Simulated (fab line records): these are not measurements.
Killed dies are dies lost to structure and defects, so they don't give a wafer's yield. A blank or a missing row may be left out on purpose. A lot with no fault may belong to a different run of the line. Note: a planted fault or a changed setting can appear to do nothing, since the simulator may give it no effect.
A lot that was struck, set against a sound lot :: flow gf180mcu :: 15 out of 602 route steps
Sound: wafers L423.1, L423.3, L423.5. Wafers struck: L436.1, L436.3, L436.5. The cause is given at the end.
Order at every step that has rows: each side's tool, ch and its chambers, its first start. Under that, the readings that differ: sound wafers :: struck wafers :: difference of the means :: sigmas: that difference in standard deviations of wafers without a fault.
alike: words and numbers the same on both sides, and readings whose means are apart by under 2 such deviations; not compared: readings that were withheld, readings missing a value for some wafer, numbers with overlapping values and no deviation given by the record, and bounds like >300 which may hide the same value.
Wherever a step has rows on one side only, a row that says differs or no value, or a row with sigmas, the two part there. Numbers that don't overlap but have no deviation are shown without sigmas and don't part them. A reading that every wafer of one side lacks parts them only if that side has two wafers or more.

first, 9 steps without rows for these wafers: GF_MIM_STRIP_21 (strips in post etch residue remover, time 1200 s); GF_MIM_CLEAN_22 (cleans in DIW); GF_M5_DEHYDRATE_00 (time 60 s); GF_M5_HMDS_01 (prime time 60 s); GF_M5_COAT_02 (resist thk 1000 nm); GF_M5_SOFTBAKE_03 (time 60 s); GF_M5_EXPOSE_04 (exposes mask Metal5, target cd 280 nm); GF_M5_PEB_05 (peb time 90 s); GF_M5_DEVELOP_06 (develop time 60 s).
GF_M5_CD_MEAS_07 targets a cd of 280 nm.
  sound on cd_sem-01 at day 26 14:04; struck on cd_sem-01 at day 30 14:52
  alike: cd_nm
GF_M5_OVL_MEAS_08:
  sound on overlay-01 at day 26 14:11; struck on overlay-02 at day 30 14:59
reading: M5_OVL (nm)
sound: 17 18 6
struck: 1 -4 -1
difference: -15
sigmas: -3
GF_M5_ETCH_09: etches Si3N4 in CF4/O2, target depth 52 nm, time 11.6 s.
  sound on rie_diel-01 ch 0,2, day 26 14:13; struck on rie_diel-04 ch 0,2, day 30 15:01
  alike: O2_flow_sccm, bias_w, drypump_motor_current_A, oes_product_au, rf_fwd_power_W, throttle_valve_pct
  not compared: rf_hours_counter_h
GF_M5_METAL_ETCH_10: etches the open film in Cl2/BCl3, stops on SiO2, target depth 627.5 nm, time 104.6 s.
  sound on rie_metal-02 ch 0, day 26 14:14; struck on rie_metal-02 ch 0, day 30 15:02
  no value came back on the struck wafers for any of 7 readings (bcl3_flow_sccm (sccm), bias_w (W) and others); on the sound wafers bcl3_flow_sccm (sccm) reads 39.94 40.02 40.01
reading: model.KrF_of_M5_COAT_02.thk_nm (nm)
sound: 700.7 702.6 703
struck: 950.9 950.5 953.8
difference: +249.6
sigmas: 
  not compared: rf_hours_counter_h
GF_M5_STRIP_11: strips in O2/N2.
  sound on plasma_asher-03 ch 0,1, day 26 14:21; struck on plasma_asher-03 ch 0,1, day 30 15:16
reading: oes_product_au (a.u.)
sound: 0.545 0.543 0.548
struck: 0.646 0.647 0.648
difference: +0.102
sigmas: +20

reading: strip_time_to_endpoint_s (s)
sound: 7.52 7.56 7.55
struck: 9.96 9.96 9.99
difference: +2.43
sigmas: +47
  alike: drypump_motor_current_A, heater_power_w, platen_temp_c
  not compared: rf_hours_counter_h
then, 1 step without rows for these wafers: GF_M5_STRIP_12 (strips in post etch residue remover, time 1200 s).

== WHERE THEY PART ==
First at GF_M5_OVL_MEAS_08; last, within this record, at GF_M5_STRIP_11.

WHY: whatever the simulator had introduced
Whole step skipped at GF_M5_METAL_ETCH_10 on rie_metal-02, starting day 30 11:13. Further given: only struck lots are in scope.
